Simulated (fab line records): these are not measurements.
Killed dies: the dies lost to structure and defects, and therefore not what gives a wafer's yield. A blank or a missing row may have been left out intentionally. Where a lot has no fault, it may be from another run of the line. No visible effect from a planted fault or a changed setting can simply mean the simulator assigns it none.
Which tool was responsible? / flow gf180mcu / 33 wafers from 11 lots sampled at 5 of the route's 602 steps

WHAT EACH GAUGE READ, for each wafer
GF_V3_THK_MEAS_01. Usual: for V3_CVD_00_THK the level is 604 nm and the standard deviation is 7.9.
lot=L498; measured=day 21 14:10; on=film metro-04; V3_CVD_00_THK (nm)=599 605 606; flag=
lot=L500; measured=day 22 05:59; on=film metro-03; V3_CVD_00_THK (nm)=606 598 612; flag=
lot=L503; measured=day 23 09:28; on=film metro-03; V3_CVD_00_THK (nm)=623 619 613; flag=
lot=L505; measured=day 24 10:33; on=film metro-03; V3_CVD_00_THK (nm)=620 616 603; flag=
lot=L508; measured=day 25 05:26; on=film metro-03; V3_CVD_00_THK (nm)=599 600 605; flag=
lot=L509; measured=day 25 17:19; on=film metro-03; V3_CVD_00_THK (nm)=602 607 603; flag=
lot=L511; measured=day 27 00:15; on=film metro-01; V3_CVD_00_THK (nm)=591 598 598; flag=
lot=L513; measured=day 27 01:14; on=film metro-03; V3_CVD_00_THK (nm)=596 601 593; flag=
lot=L514; measured=day 27 07:03; on=film metro-01; V3_CVD_00_THK (nm)=590 592 593; flag=
lot=L517; measured=day 27 19:52; on=film metro-01; V3_CVD_00_THK (nm)=602 590 600; flag=
lot=L518; measured=day 28 01:04; on=film metro-04; V3_CVD_00_THK (nm)=590 604 595; flag=

GF_V3_THK_MEAS_03. Usual: for V3_CVD_02_THK the level is 849 nm and the standard deviation is 12.
lot=L498; measured=day 21 14:19; on=film metro-01; V3_CVD_02_THK (nm)=828 844 860; flag=
lot=L500; measured=day 22 06:07; on=film metro-04; V3_CVD_02_THK (nm)=831 861 855; flag=
lot=L503; measured=day 23 09:35; on=film metro-04; V3_CVD_02_THK (nm)=864 858 867; flag=
lot=L505; measured=day 24 10:41; on=film metro-03; V3_CVD_02_THK (nm)=840 859 863; flag=
lot=L508; measured=day 25 05:34; on=film metro-03; V3_CVD_02_THK (nm)=851 848 863; flag=
lot=L509; measured=day 25 17:26; on=film metro-04; V3_CVD_02_THK (nm)=835 842 845; flag=
lot=L511; measured=day 27 00:23; on=film metro-04; V3_CVD_02_THK (nm)=839 855 865; flag=
lot=L513; measured=day 27 01:22; on=film metro-01; V3_CVD_02_THK (nm)=860 858 879; flag=
lot=L514; measured=day 27 07:11; on=film metro-04; V3_CVD_02_THK (nm)=836 835 851; flag=
lot=L517; measured=day 27 20:00; on=film metro-03; V3_CVD_02_THK (nm)=1422 837 856; flag=OFF
lot=L518; measured=day 28 01:11; on=film metro-03; V3_CVD_02_THK (nm)=1432 846 852; flag=OFF

WHAT TOOL EACH LOT RAN ON (gives the tool, then ch and the chambers of the sampled wafers, and finally the start)
lot=L498; GF_V2_ETCH_16=rie diel-02 ch 0,1,2, day 20 11:59; GF_V2_SPUTTER_22=pvd sputter-03, day 20 12:42; GF_V3_CVD_02=pecvd-02 ch 1,2, day 21 14:13
lot=L500; GF_V2_ETCH_16=rie diel-01 ch 1,3, day 21 03:26; GF_V2_SPUTTER_22=pvd sputter-03, day 21 04:10; GF_V3_CVD_02=pecvd-01 ch 1,2, day 22 06:01
lot=L503; GF_V2_ETCH_16=rie diel-02 ch 2,3, day 22 08:11; GF_V2_SPUTTER_22=pvd sputter-03, day 22 08:55; GF_V3_CVD_02=pecvd-04 ch 0,2, day 23 09:30
lot=L505; GF_V2_ETCH_16=rie diel-01 ch 0,2,3, day 23 09:22; GF_V2_SPUTTER_22=pvd sputter-02, day 23 10:05; GF_V3_CVD_02=pecvd-02 ch 0,1,2, day 24 10:36
lot=L508; GF_V2_ETCH_16=rie diel-03 ch 0,2,3, day 24 05:37; GF_V2_SPUTTER_22=pvd sputter-02, day 24 06:22; GF_V3_CVD_02=pecvd-02 ch 1,2, day 25 05:29
lot=L509; GF_V2_ETCH_16=rie diel-02 ch 0,2, day 24 17:19; GF_V2_SPUTTER_22=pvd sputter-03, day 24 18:04; GF_V3_CVD_02=pecvd-01 ch 0,1, day 25 17:22
lot=L511; GF_V2_ETCH_16=rie diel-03 ch 0,2, day 26 01:07; GF_V2_SPUTTER_22=pvd sputter-02, day 26 01:52; GF_V3_CVD_02=pecvd-02 ch 0,1,2, day 27 00:19
lot=L513; GF_V2_ETCH_16=rie diel-01 ch 0,1,2, day 26 02:25; GF_V2_SPUTTER_22=pvd sputter-02, day 26 03:09; GF_V3_CVD_02=pecvd-02 ch 0,1, day 27 01:17
lot=L514; GF_V2_ETCH_16=rie diel-01 ch 1,2,3, day 26 08:58; GF_V2_SPUTTER_22=pvd sputter-03, day 26 09:44; GF_V3_CVD_02=pecvd-01 ch 0,1, day 27 07:07
lot=L517; GF_V2_ETCH_16=rie diel-02 ch 0,1,2, day 26 20:52; GF_V2_SPUTTER_22=pvd sputter-04, day 26 21:36; GF_V3_CVD_02=pecvd-01 ch 1,2, day 27 19:56
lot=L518; GF_V2_ETCH_16=rie diel-02 ch 0,2,3, day 27 02:52; GF_V2_SPUTTER_22=pvd sputter-03, day 27 03:38; GF_V3_CVD_02=pecvd-01 ch 0,1,2, day 28 01:07
- GF_V2_ETCH_16: etches BARC in N2/H2.
- GF_V2_SPUTTER_22: material TiN, target thk 10 nm, time 40 s.
- GF_V3_CVD_02: deposits SiO2 from TEOS, target thk 850 nm, time 94.851 s.

WHAT THE TOOLS THEMSELVES READ (means of the sampled wafers that have a number; where no wafer has one, the mark that the record gives instead)
GF_V2_ETCH_16. Usual: drypump motor current A 5.6 A, standard deviation 0.51; oes product au 0.855 a.u., standard deviation 0.005; throttle valve pct 13.226 %, standard deviation 0.0089.
lot=L498; tool=rie diel-02; drypump motor current A (A)=5.3; oes product au (a.u.)=0.856; throttle valve pct (%)=13.238; flag=
lot=L500; tool=rie diel-01; drypump motor current A (A)=5.6; oes product au (a.u.)=0.858; throttle valve pct (%)=13.231; flag=
lot=L503; tool=rie diel-02; drypump motor current A (A)=5.2; oes product au (a.u.)=0.852; throttle valve pct (%)=13.232; flag=
lot=L505; tool=rie diel-01; drypump motor current A (A)=5.8; oes product au (a.u.)=0.857; throttle valve pct (%)=13.229; flag=
lot=L508; tool=rie diel-03; drypump motor current A (A)=5.9; oes product au (a.u.)=0.860; throttle valve pct (%)=13.230; flag=
lot=L509; tool=rie diel-02; drypump motor current A (A)=5.0; oes product au (a.u.)=0.856; throttle valve pct (%)=13.229; flag=
lot=L511; tool=rie diel-03; drypump motor current A (A)=5.9; oes product au (a.u.)=0.860; throttle valve pct (%)=13.224; flag=
lot=L513; tool=rie diel-01; drypump motor current A (A)=6.1; oes product au (a.u.)=0.860; throttle valve pct (%)=13.221; flag=
lot=L514; tool=rie diel-01; drypump motor current A (A)=5.6; oes product au (a.u.)=0.853; throttle valve pct (%)=13.225; flag=
lot=L517; tool=rie diel-02; drypump motor current A (A)=5.3; oes product au (a.u.)=0.853; throttle valve pct (%)=13.219; flag=
lot=L518; tool=rie diel-02; drypump motor current A (A)=5.0; oes product au (a.u.)=0.853; throttle valve pct (%)=13.221; flag=

GF_V2_SPUTTER_22. Usual: cathode dc power W 3999.9 W, standard deviation 0.73; throttle valve pct 29.9 %, standard deviation 1.3.
lot=L498; tool=pvd sputter-03; cathode dc power W (W)=4000.0; throttle valve pct (%)=30.5; flag=
lot=L500; tool=pvd sputter-03; cathode dc power W (W)=4000.2; throttle valve pct (%)=30.2; flag=
lot=L503; tool=pvd sputter-03; cathode dc power W (W)=3999.4; throttle valve pct (%)=31.1; flag=
lot=L505; tool=pvd sputter-02; cathode dc power W (W)=3999.3; throttle valve pct (%)=29.0; flag=
lot=L508; tool=pvd sputter-02; cathode dc power W (W)=3999.3; throttle valve pct (%)=29.6; flag=
lot=L509; tool=pvd sputter-03; cathode dc power W (W)=3999.5; throttle valve pct (%)=30.0; flag=
lot=L511; tool=pvd sputter-02; cathode dc power W (W)=4000.1; throttle valve pct (%)=29.5; flag=
lot=L513; tool=pvd sputter-02; cathode dc power W (W)=3999.6; throttle valve pct (%)=29.4; flag=
lot=L514; tool=pvd sputter-03; cathode dc power W (W)=4000.1; throttle valve pct (%)=29.8; flag=
lot=L517; tool=pvd sputter-04; cathode dc power W (W)=4000.2; throttle valve pct (%)=28.9; flag=
lot=L518; tool=pvd sputter-03; cathode dc power W (W)=3999.7; throttle valve pct (%)=30.3; flag=

GF_V3_CVD_02. Usual: heater power w at 647 W, with a standard deviation of 120.
lot=L498; tool=pecvd-02; heater power w (W)=674; flag=
lot=L500; tool=pecvd-01; heater power w (W)=564; flag=
lot=L503; tool=pecvd-04; heater power w (W)=712; flag=
lot=L505; tool=pecvd-02; heater power w (W)=670; flag=
lot=L508; tool=pecvd-02; heater power w (W)=698; flag=
lot=L509; tool=pecvd-01; heater power w (W)=599; flag=
lot=L511; tool=pecvd-02; heater power w (W)=715; flag=
lot=L513; tool=pecvd-02; heater power w (W)=619; flag=
lot=L514; tool=pecvd-01; heater power w (W)=624; flag=
lot=L517; tool=pecvd-01; heater power w (W)=560; flag=
lot=L518; tool=pecvd-01; heater power w (W)=547; flag=

THE ANSWER, worked out from the rows above alone
Rule: take the mean of a lot's wafers that have a number; if it is more than 3 standard deviations from the usual mean, the lot is off. Also off: a lot with no number at a reading for which 4 or more lots have one. Any other lot the step has rows for is counted as sound. Order of review: gauges by route order, followed by the tools' own readings, for which a lot's mean as printed above is used. At the first step where some lot is off, the reading lying furthest off is the one used; lots without a number count as furthest.
Off: at GF_V3_THK_MEAS_03 (V3_CVD_02_THK), L517, L518.
A tool fits if, at a process step before that reading, it ran every lot that is off, and no sound lot after the first of them. Those tools and the gauges at GF_V3_THK_MEAS_03 are tried in the same way. Can't be told from this: 3 tools fit, rie diel-02 at GF_V2_ETCH_16, pecvd-01 at GF_V3_CVD_02, film metro-03 at GF_V3_THK_MEAS_03.

WHAT THE SIMULATOR HAD INSERTED
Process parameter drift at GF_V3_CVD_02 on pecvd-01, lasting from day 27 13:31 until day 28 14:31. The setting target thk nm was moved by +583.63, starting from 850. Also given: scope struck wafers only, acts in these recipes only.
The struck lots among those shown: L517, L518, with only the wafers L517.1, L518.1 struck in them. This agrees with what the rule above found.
